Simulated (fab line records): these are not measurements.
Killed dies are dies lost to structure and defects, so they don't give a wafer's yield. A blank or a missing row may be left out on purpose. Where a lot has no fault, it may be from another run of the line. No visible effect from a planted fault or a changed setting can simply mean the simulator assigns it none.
One fault through the eyes of 2 desks | flow gf180mcu | only its own numbers are on each desk; what lay behind them is given at the end

== THE TOOL OWNER'S DESK: implanter-04 ==
The tool's own readings at GF_LVPWELL_IMPLANT_08, given as means over the sampled wafers that have a number, one for each lot that went through this tool. A lot is out of limits, marked OUT, if its mean lies more than 4 standard deviations from the usual mean; the brackets give that distance.
Columns: A = beam_energy_keV at GF_LVPWELL_IMPLANT_08, usual 169.99
lot  | first seen here | A
L614 | day 4 18:35     | 170.05
L622 | day 6 16:02     | 169.97
L632 | day 8 23:04     | 145.69 (-99 or more) OUT
L633 | day 9 07:56     | 145.63 (-99 or more) OUT
This desk finds L632, L633 out of limits, L632 being first, at day 8 23:04 (beam_energy_keV at GF_LVPWELL_IMPLANT_08). Within limits: L614, L622.

== METROLOGY DESK ==
What the gauges read for every lot (on any tool): the sampled wafers with a number, averaged. A lot is out of limits, marked OUT, if its mean lies more than 4 standard deviations from the usual mean; the brackets give that distance.
Columns: A = LVPWELL_RS at GF_VT_IMPLANT_RS_MEAS_48, usual 1198.0 ohm/sq; B = M2_ALCU_THK at GF_M2_THK_MEAS_06, usual 443 nm
lot  | first seen here | A                | B
L612 | day 8 03:57     | 1200.0           | 434
L614 | day 8 15:02     | 1200.5           | 438
L616 | day 9 05:13     | 1194.6           | 439
L617 | day 9 14:59     | 1203.0           | 438
L619 | day 10 03:28    | 1200.0           | 443
L620 | day 10 09:46    | 1194.6           | 443
L621 | day 10 14:41    | 1200.3           | 438
L622 | day 10 22:41    | 1197.6           | 440
L623 | day 11 07:24    | 1196.0           | 448
L625 | day 11 19:56    | 1195.5           | 452
L626 | day 12 02:02    | 1197.4           | 439
L628 | day 12 20:38    | 1195.5           | 439
L632 | day 13 15:38    | 1237.8 (+13) OUT | 438
L633 | day 14 04:22    | 1233.1 (+12) OUT | 444
This desk finds L632, L633 out of limits, with the earliest case on L632 at day 13 15:38 (LVPWELL_RS at GF_VT_IMPLANT_RS_MEAS_48). Within limits: L612, L614, L616, L617, L619, L620, L621, L622, L623, L625, L626, L628.

== TAKEN TOGETHER ==
The tool owner's desk had the chance to raise an alarm at day 8 23:04 on L632, L633.
At day 13 15:38 the metrology desk could have sounded an alarm, on L632, L633.
All the named lots went through GF_LVPWELL_IMPLANT_08 on implanter-04.

== WHAT WAS PUT IN BY THE SIMULATOR ==
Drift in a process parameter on implanter-04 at GF_LVPWELL_IMPLANT_08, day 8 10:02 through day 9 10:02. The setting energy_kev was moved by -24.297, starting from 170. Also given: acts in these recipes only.
Struck lots among those shown: L632, L633.
Delay (hours) between the fault's onset and each desk's first out-of-limits reading: 13 at the tool owner's desk, 126 at the metrology desk.
